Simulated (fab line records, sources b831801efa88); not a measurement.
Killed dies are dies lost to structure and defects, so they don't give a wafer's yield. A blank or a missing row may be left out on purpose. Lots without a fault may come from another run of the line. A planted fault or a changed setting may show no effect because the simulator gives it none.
A struck lot beside a sound one | flow sky130 | 15 steps out of a route of 708
Sound: wafers L339.1, L339.5, L339.6. Struck: wafers L348.3, L348.5, L348.6. The cause comes at the end.
At each step with rows: each side's tool, then ch and its chambers, then its first start. Under that, the readings that differ: sound wafers | struck wafers | difference of the means | sigmas: that difference in standard deviations of wafers without a fault.
alike: readings whose means differ by less than 2 such deviations, and words and numbers that are the same on both sides. not compared: withheld readings, readings that some wafer has no value for, bounds like >300 that may hide the same value, and numbers for which the record gives no deviation and whose values overlap.
The two part at a step that has a row with sigmas, a row that says differs or no value, or rows on one side only. Numbers that don't overlap but have no deviation are shown without sigmas and don't part them. A reading that every wafer of one side lacks parts them only if that side has two wafers or more.

SKY_VIA3_BOW_MEAS_03:
  sound on film_metro-03, day 41 17:46; struck on film_metro-04, day 44 00:17
  alike: VIA3_BOW
then, 8 steps without rows for these wafers: SKY_VIA3_DEHYDRATE_04 (time 60 s); SKY_VIA3_HMDS_05 (prime time 60 s); SKY_VIA3_COAT_06 (resist thk 60 nm); SKY_VIA3_COAT_07 (resist thk 450 nm); SKY_VIA3_SOFTBAKE_08 (time 90 s); SKY_VIA3_EXPOSE_09 (exposes mask VIM3, target cd 200 nm); SKY_VIA3_PEB_10; SKY_VIA3_DEVELOP_11 (develop time 60 s).
SKY_VIA3_CD_MEAS_12: target cd 200 nm.
  sound on cd_sem-01, day 42 18:00; struck on cd_sem-01, day 44 22:50
  alike: cd_nm
SKY_VIA3_OVL_MEAS_13:
  sound on overlay-02, day 42 18:07; struck on overlay-02, day 44 22:56
  alike: VIA3_OVL
SKY_VIA3_ETCH_14: etches BARC in N2/H2, stops on SiO2, time 45.9 s, target depth 60 nm.
  sound on rie_diel-01 ch 2,3, day 42 18:10; struck on rie_diel-04 ch 0,1, day 44 22:57
  alike: bias_w, chamber_pressure_mTorr, drypump_motor_current_A, oes_product_au, rf_fwd_power_W, throttle_valve_pct
  not compared: rf_hours_counter_h
SKY_VIA3_ETCH_15: etches SiO2 in C4F8/O2/Ar, stops on TiN, target depth 507 nm, time 78 s.
  sound on rie_diel-01 ch 2,3, day 42 18:12; struck on rie_diel-04 ch 0,1, day 44 22:59
  no value came back on the struck wafers for bias_w (W), chamber_pressure_mTorr (mTorr), oes_product_au (a.u.), rf_fwd_power_W (W); on the sound wafers bias_w (W) reads 1205 1204 1193
  reading                                     | sound             | struck            | difference | sigmas
  model.KrF-thick_of_VIA3_COAT_07.thk_nm (nm) | 293.1 291.5 289.7 | 395.2 394.3 393.7 | +103.0     |
  not compared: rf_hours_counter_h
SKY_VIA3_STRIP_16: strips in O2/N2.
  sound on plasma_asher-02 ch 0,1, day 42 18:16; struck on plasma_asher-04 ch 0,1, day 44 23:05
  reading                      | sound             | struck            | difference | sigmas
  oes_product_au (a.u.)        | 0.402 0.400 0.399 | 0.447 0.444 0.452 | +0.047     | +9
  strip_time_to_endpoint_s (s) | 4.163 4.131 4.121 | 5.239 5.221 5.212 | +1.086     | +43
  alike: drypump_motor_current_A
  not compared: rf_hours_counter_h
then, 1 step without rows for these wafers: SKY_VIA3_STRIP_17 (strips in post etch residue remover, time 1200 s).

WHERE THEY PART
First at SKY_VIA3_ETCH_15; last, within this record, at SKY_VIA3_STRIP_16.

WHY: what the simulator had put in
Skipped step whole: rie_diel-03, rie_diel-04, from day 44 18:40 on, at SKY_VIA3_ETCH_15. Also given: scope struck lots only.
